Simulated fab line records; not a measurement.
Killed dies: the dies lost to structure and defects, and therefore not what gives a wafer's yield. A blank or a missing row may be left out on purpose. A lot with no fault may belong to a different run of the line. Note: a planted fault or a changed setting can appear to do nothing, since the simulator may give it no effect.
Split-lot study / flow sfq_line / route with 325 steps; 3 lots, 7 wafers read

## ON THE SPLIT
At SFQ_TRILAYER_M6_LITHO_COAT_159 (resist thk 600 nm), the setting spin_rpm was moved away from the recipe's 3000 rpm on 2 of the 7 wafers read, by +2.4% to +7.2%. All remaining wafers had this setting at the recipe value.

## FROM THE SPLIT TO THE READING: what the file shows between them, 6 steps
- SFQ_TRILAYER_M6_LITHO_SOFTBAKE_163
- SFQ_TRILAYER_M6_LITHO_EXPOSE_160: exposes mask M6, target cd 500 nm
- SFQ_TRILAYER_M6_LITHO_DEVELOP_161: time 60 s
- SFQ_TRILAYER_M6_BARC_OPEN_METAL_ETCH_206: etches BARC in O2, target depth 125 nm, time 41.7 s
- SFQ_TRILAYER_M6_ETCH_METAL_ETCH_162: etches Nb in Cl2/Ar, stops on SiO2, target depth 240 nm, time 116.9 s
- SFQ_TRILAYER_I6_VIA_LITHO_COAT_174: resist thk 62 nm (also split here: spin_rpm)

## THE READING
etch.depth_nm (the simulator's own value, which no gauge read), in nm, at SFQ_TRILAYER_I6_VIA_BARC_OPEN_VIA_ETCH_235 (etches BARC in O2, target depth 125 nm, time 41.7 s). No usual value for it is given in the file. Here, 5 wafers ran the recipe; their average is 61.35 nm with a standard deviation of 0.73 nm.

wafer=L080.1; tool, chamber at the split=litho_track-03, 0; spin_rpm as run, rpm=3000; against the recipe=recipe; etch.depth_nm, nm=60.22; against lot-mates on the recipe=-
wafer=L080.3; tool, chamber at the split=litho_track-03, 0; spin_rpm as run, rpm=3073; against the recipe=+2.4%; etch.depth_nm, nm=60.15; against lot-mates on the recipe=-0.07
wafer=L083.1; tool, chamber at the split=litho_track-02, 0; spin_rpm as run, rpm=3000; against the recipe=recipe; etch.depth_nm, nm=61.99; against lot-mates on the recipe=-
wafer=L083.5; tool, chamber at the split=litho_track-02, 0; spin_rpm as run, rpm=3000; against the recipe=recipe; etch.depth_nm, nm=61.91; against lot-mates on the recipe=-
wafer=L083.6; tool, chamber at the split=litho_track-02, 0; spin_rpm as run, rpm=3000; against the recipe=recipe; etch.depth_nm, nm=61.9; against lot-mates on the recipe=-
wafer=L085.5; tool, chamber at the split=litho_track-02, 0; spin_rpm as run, rpm=3215; against the recipe=+7.2%; etch.depth_nm, nm=60.48; against lot-mates on the recipe=-0.26
wafer=L085.6; tool, chamber at the split=litho_track-02, 0; spin_rpm as run, rpm=3000; against the recipe=recipe; etch.depth_nm, nm=60.74; against lot-mates on the recipe=-

FIT RESULTS
A straight line over all 7 wafers: etch.depth_nm changes by -0.143 nm for each +1% of spin_rpm; r = -0.46; the points scatter about the line by 0.82 nm.
The same after taking each lot's own level away (the mean of its wafers on the recipe; 7 wafers): -0.0358 nm for each +1%; r = -0.96; scatter 0.032 nm.
The reading moves by 0.26 nm for the largest change in spin_rpm, on that fit.
Measured against the standard deviation above, the lots' own levels, which go from 60.220 to 61.933 nm, span 2.3 times it.
So the lot-to-lot level blurs the effect unless lot-mates are compared.
Check: with one of the wafers moved furthest among these (+7.2%) left out of the fit, the line predicts -0.206 nm for it against its lot-mates. It came out at -0.26 nm against them.

## OTHER SPLITS APPLIED TO THESE WAFERS
Other splits were also applied to these wafers ahead of the reading. Each is held against what the fit with the lots' levels taken away leaves over:
other split on the same wafers=SFQ_TRILAYER_M5_BARC_OPEN_METAL_ETCH_161 icp_w; wafers away from the commonest value=2; r with etch.depth_nm (lot level and that fit taken away)=-0.17
other split on the same wafers=SFQ_TRILAYER_I5_LITHO_COAT_149 spin_rpm; wafers away from the commonest value=1; r with etch.depth_nm (lot level and that fit taken away)=-0.03
other split on the same wafers=SFQ_TRILAYER_C5_LITHO_EXPOSE_152 dose_mj; wafers away from the commonest value=2; r with etch.depth_nm (lot level and that fit taken away)=-0.22
other split on the same wafers=SFQ_TRILAYER_M6_DEP_SPUTTER_157 power_w; wafers away from the commonest value=2; r with etch.depth_nm (lot level and that fit taken away)=-0.15
other split on the same wafers=SFQ_TRILAYER_I6_VIA_LITHO_COAT_174 spin_rpm; wafers away from the commonest value=4; r with etch.depth_nm (lot level and that fit taken away)=+0.10

## THE WHOLE CHAIN: every reading that the file lists as answering this split, in the file's order
step=SFQ_TRILAYER_M6_LITHO_COAT_159; what it does=resist thk 600 nm; reading=KrF_of_TRILAYER_M6_LITHO_COAT_159.thk_nm (the simulator's own value, which no gauge read); change (the file's fit)=-2.75 nm for each +1% of the setting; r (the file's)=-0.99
step=SFQ_TRILAYER_M6_BARC_OPEN_METAL_ETCH_206; what it does=etches BARC in O2, target depth 125 nm, time 41.7 s; reading=KrF_of_TRILAYER_M6_LITHO_COAT_159.thk_nm (the simulator's own value, which no gauge read); change (the file's fit)=-2.71 nm for each +1% of the setting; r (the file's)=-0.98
step=SFQ_TRILAYER_M6_ETCH_METAL_ETCH_162; what it does=etches Nb in Cl2/Ar, stops on SiO2, target depth 240 nm, time 116.9 s; reading=KrF_of_TRILAYER_M6_LITHO_COAT_159.thk_nm (the simulator's own value, which no gauge read); change (the file's fit)=-2.51 nm for each +1% of the setting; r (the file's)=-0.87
step=SFQ_TRILAYER_I6_VIA_BARC_OPEN_VIA_ETCH_235; what it does=etches BARC in O2, target depth 125 nm, time 41.7 s; reading=etch.depth_nm (the simulator's own value, which no gauge read); change (the file's fit)=-0.0357 nm for each +1% of the setting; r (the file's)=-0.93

## FILE'S OWN FIT
etch.depth_nm changes by -0.0357 nm for each +1% of spin_rpm, r = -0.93.
